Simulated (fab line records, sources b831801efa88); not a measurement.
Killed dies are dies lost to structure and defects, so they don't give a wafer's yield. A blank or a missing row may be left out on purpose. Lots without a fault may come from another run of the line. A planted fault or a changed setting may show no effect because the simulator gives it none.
Which tool did it? | flow gf180mcu | 6 lots, 18 wafers sampled, at 3 steps of a route of 602

WHAT THE GAUGES READ, wafer by wafer
GF_VT_IMPLANT_TW_MEAS_21.
lot  | measured     | on            | VT_IMPLANT_2_TW
L554 | day 6 15:13  | film_metro-03 | 1217 1230 1223
L556 | day 7 02:20  | film_metro-04 | 1218 1221 1220
L558 | day 7 15:53  | film_metro-04 | 1222 1222 1223
L564 | day 9 04:23  | film_metro-03 | 1224 1217 1229
L566 | day 9 20:34  | film_metro-04 | 1211 1213 1218
L570 | day 10 21:52 | film_metro-04 | 1133 1139 1133

WHICH TOOL RAN EACH LOT (tool, then ch and the chambers of the sampled wafers, then the start)
lot  | GF_MVSD_STRIP_10                    | GF_VT_IMPLANT_IMPLANT_19
L554 | plasma_asher-01 ch 0,1, day 4 17:31 | implanter-04 ch 0, day 6 14:58
L556 | plasma_asher-02 ch 0,1, day 5 04:19 | implanter-04 ch 0, day 7 02:06
L558 | plasma_asher-03 ch 0,1, day 5 16:09 | implanter-03 ch 0, day 7 15:40
L564 | plasma_asher-02 ch 0,1, day 7 02:30 | implanter-04 ch 0, day 9 04:10
L566 | plasma_asher-02 ch 0,1, day 7 16:07 | implanter-03 ch 0, day 9 20:19
L570 | plasma_asher-01 ch 0,1, day 8 16:25 | implanter-04 ch 0, day 10 21:38
- GF_MVSD_STRIP_10: strips in O2/N2.
- GF_VT_IMPLANT_IMPLANT_19

THE ANSWER, worked out from the rows above alone
Rule: what is usual is taken from the lots themselves. Put in order of their means at a reading, lots are off if they are a third of the lots or fewer, leave a main group of 4 or more, and stand apart from it by a gap of 3 or more times the standard deviation of the main group's means; of several such gaps the widest counts. A main group whose means are all the same, to the digits that the tables above print for the reading, isn't used. A lot without any number at a reading at which 4 lots or more have one is off too. The other lots that the step has rows for count as sound.
Off: L570, at GF_VT_IMPLANT_TW_MEAS_21 (VT_IMPLANT_2_TW). The main group: mean 1221, standard deviation 3.5.
A tool fits if, at a process step before that reading, it ran every lot that is off, and no sound lot after the first of them. The gauges at GF_VT_IMPLANT_TW_MEAS_21 are tried like those tools. Can't be told from this: 3 tools fit, plasma_asher-01 at GF_MVSD_STRIP_10, implanter-04 at GF_VT_IMPLANT_IMPLANT_19, film_metro-04 at GF_VT_IMPLANT_TW_MEAS_21.

WHAT THE SIMULATOR HAD PUT IN
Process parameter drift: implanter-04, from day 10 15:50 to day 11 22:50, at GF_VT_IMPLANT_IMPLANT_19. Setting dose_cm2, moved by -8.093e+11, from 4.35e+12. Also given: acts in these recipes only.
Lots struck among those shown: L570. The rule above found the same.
